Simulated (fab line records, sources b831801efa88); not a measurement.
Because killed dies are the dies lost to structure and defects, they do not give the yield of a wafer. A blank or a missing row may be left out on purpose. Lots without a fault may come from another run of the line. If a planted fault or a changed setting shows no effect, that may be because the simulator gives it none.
A single fault, viewed from 2 desks :: flow sky130 :: every desk sees just its own numbers, and what lay behind them comes last

## FROM THE METROLOGY DESK
What the gauges read for every lot (on any tool): the sampled wafers with a number, averaged. Any lot whose mean is over 4 standard deviations away from the usual mean is out of limits and marked OUT; that distance is given in the brackets.
Columns: A = VIA3_HDPCVD_THK at SKY_VIA3_THK_MEAS_01, usual 1636 nm; B = VIA3_BOW at SKY_VIA3_BOW_MEAS_03, usual 79 um; C = cd_nm at SKY_VIA3_CD_MEAS_12, usual 199.4 nm
lot: L627
first seen here: day 40 11:21
A: 1622
B: 85
C: 197.3

lot: L634
first seen here: day 42 10:54
A: 1644
B: 72
C: 199.1

lot: L636
first seen here: day 43 10:47
A: 1652
B: 75
C: 195.6

lot: L638
first seen here: day 43 14:27
A: 1624
B: 76
C: 200.0

lot: L640
first seen here: day 44 03:16
A: 1632
B: 80
C: 200.8

lot: L644
first seen here: day 45 05:06
A: 1642
B: 80
C: 202.2

lot: L645
first seen here: day 45 08:32
A: 1624
B: 77
C: 198.6
This desk's verdict: no lot among the 7 shows anything out of limits.

## THE TOOL OWNER'S DESK: litho_track-01
The tool's own readings at SKY_VIA3_DEVELOP_11 (develop time 60 s): means of the sampled wafers that have a number, for each lot that ran on this tool. Any lot whose mean is over 4 standard deviations away from the usual mean is out of limits and marked OUT; that distance is given in the brackets.
Columns: A = developer_temp_C at SKY_VIA3_DEVELOP_11, usual 21.02 C
lot: L627
first seen here: day 41 12:00
A: 20.98

lot: L634
first seen here: day 43 10:00
A: 20.27 (-7.5) OUT

lot: L636
first seen here: day 44 10:00
A: 20.21 (-8.1) OUT

lot: L638
first seen here: day 44 14:00
A: 20.18 (-8.4) OUT
Finding of this desk: L634, L636, L638 out of limits; the first was L634 at day 43 10:00, on developer_temp_C at SKY_VIA3_DEVELOP_11. L627 stayed within limits.

## ALL TOGETHER
The tool owner's desk had the chance to raise an alarm at day 43 10:00 on L634, L636, L638.
Metrology desk: nothing out of limits seen.
The metrology desk holds a record of L634, L636, L638, inside its limits.
All the named lots went through SKY_VIA3_DEVELOP_11 on litho_track-01.

## WHAT WAS PUT IN BY THE SIMULATOR
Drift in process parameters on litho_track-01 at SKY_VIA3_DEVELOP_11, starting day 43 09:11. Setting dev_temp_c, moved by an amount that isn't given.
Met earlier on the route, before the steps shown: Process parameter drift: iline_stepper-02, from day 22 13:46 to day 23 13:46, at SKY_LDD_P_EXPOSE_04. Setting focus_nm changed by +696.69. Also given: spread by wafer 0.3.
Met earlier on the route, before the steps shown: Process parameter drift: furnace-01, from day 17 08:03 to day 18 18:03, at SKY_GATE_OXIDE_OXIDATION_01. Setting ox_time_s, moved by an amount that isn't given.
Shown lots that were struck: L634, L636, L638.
Delay in hours, fault start to first out-of-limits reading, by desk: the tool owner's desk at 1.
